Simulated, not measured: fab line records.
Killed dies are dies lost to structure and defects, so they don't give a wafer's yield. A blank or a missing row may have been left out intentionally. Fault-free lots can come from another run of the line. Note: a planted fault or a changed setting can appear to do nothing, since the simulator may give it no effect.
Commonality check across tools    flow sky130    12 lots and 39 wafers in the sample

== WHY IT WAS OPENED ==
Of 12 lots, 1 have the reading NWELL_2_TW flagged at SKY_NWELL_TW_MEAS_26. Fault-free wafers read 497.8, with a standard deviation of 2.7.
Rule: flag the lot when none of its wafers has a number, or when each of its wafers that has one lies beyond 4 standard deviations from that mean. As for the other lots, they are considered sound.

lot   measured      on            NWELL_2_TW, wafer by wafer     flag
L949  day 5 05:04   filmMetro-01  496.6 498.9 497.3              
L950  day 5 12:29   filmMetro-01  498.3 500.1 497.2              
L954  day 6 11:11   filmMetro-01  493.9 492.4 493.5              
L955  day 6 21:54   filmMetro-02  508.0 503.4 502.3              
L956  day 7 03:12   filmMetro-01  498.5 498.7 499.7              
L958  day 7 13:23   filmMetro-04  499.4 497.9 499.7              
L959  day 7 19:16   filmMetro-01  30.0 30.1 30.1 30.0 30.0 30.1  FLAGGED
L967  day 9 21:00   filmMetro-04  493.9 495.7 494.4              
L968  day 10 01:29  filmMetro-01  499.9 493.7 497.6              
L970  day 10 17:46  filmMetro-01  498.4 496.2 499.7              
L971  day 11 05:11  filmMetro-01  494.8 495.5 496.3              
L972  day 11 10:03  filmMetro-02  501.7 498.5 499.8              
The numbers of the flagged lots are 30.1 on average: -467.8 against the usual, or -99 or more standard deviations.

== EACH LOT AND THE TOOL IT RAN ON ==
The record holds 1 process step before the reading, out of a route of 708 steps. Read each cell as the tool, then ch plus the chambers that the sampled wafers visited, then the start.
lot   flag     SKY_NWELL_EXPOSE_20
L949           ilineStepper-01 ch 0, day 4 20:40
L950           ilineStepper-01 ch 0, day 5 03:19
L954           ilineStepper-01 ch 0, day 6 01:41
L955           ilineStepper-01 ch 0, day 6 12:14
L956           ilineStepper-02 ch 0, day 6 16:42
L958           ilineStepper-01 ch 0, day 7 04:07
L959  FLAGGED  ilineStepper-02 ch 0, day 7 09:27
L967           ilineStepper-02 ch 0, day 9 09:35
L968           ilineStepper-01 ch 0, day 9 13:26
L970           ilineStepper-01 ch 0, day 10 05:33
L971           ilineStepper-02 ch 0, day 10 17:29
L972           ilineStepper-02 ch 0, day 10 22:08
What these steps do:
- SKY_NWELL_EXPOSE_20: exposes mask NWM COMPLEMENT, target cd 840 nm.
- SKY_NWELL_TW_MEAS_26

== FLAGGED OVER TOTAL, TOOL BY TOOL (the gauges that took the reading come last) ==
step                  tool             lots run  flagged  share of the flagged lots  sound lots run after its first flagged lot
SKY_NWELL_EXPOSE_20   ilineStepper-01  7         0        none                       -
SKY_NWELL_EXPOSE_20   ilineStepper-02  5         1        all                        3 (L967,L971,L972)
SKY_NWELL_TW_MEAS_26  filmMetro-01     8         1        all                        3 (L968,L970,L971)
SKY_NWELL_TW_MEAS_26  filmMetro-02     2         0        none                       -
SKY_NWELL_TW_MEAS_26  filmMetro-04     2         0        none                       -

== WHAT THE TABLE ALLOWS ==
Table rows that saw every flagged lot: 2, namely ilineStepper-02 at SKY_NWELL_EXPOSE_20 and filmMetro-01 at SKY_NWELL_TW_MEAS_26.
- ilineStepper-02 at SKY_NWELL_EXPOSE_20 ran 5 lots, 1 of them flagged. After the first flagged lot (L967, L971, L972), sound lots still ran on it; a lasting fault on the whole tool would not permit that.
- filmMetro-01 at SKY_NWELL_TW_MEAS_26 ran 8 lots, 1 of them flagged. After the first flagged lot (L968, L970, L971), sound lots still ran on it; a lasting fault on the whole tool would not permit that.
Not one row of the table ran every flagged lot while running no sound lot after the first.

== WHAT THE SIMULATOR HAD PUT IN ==
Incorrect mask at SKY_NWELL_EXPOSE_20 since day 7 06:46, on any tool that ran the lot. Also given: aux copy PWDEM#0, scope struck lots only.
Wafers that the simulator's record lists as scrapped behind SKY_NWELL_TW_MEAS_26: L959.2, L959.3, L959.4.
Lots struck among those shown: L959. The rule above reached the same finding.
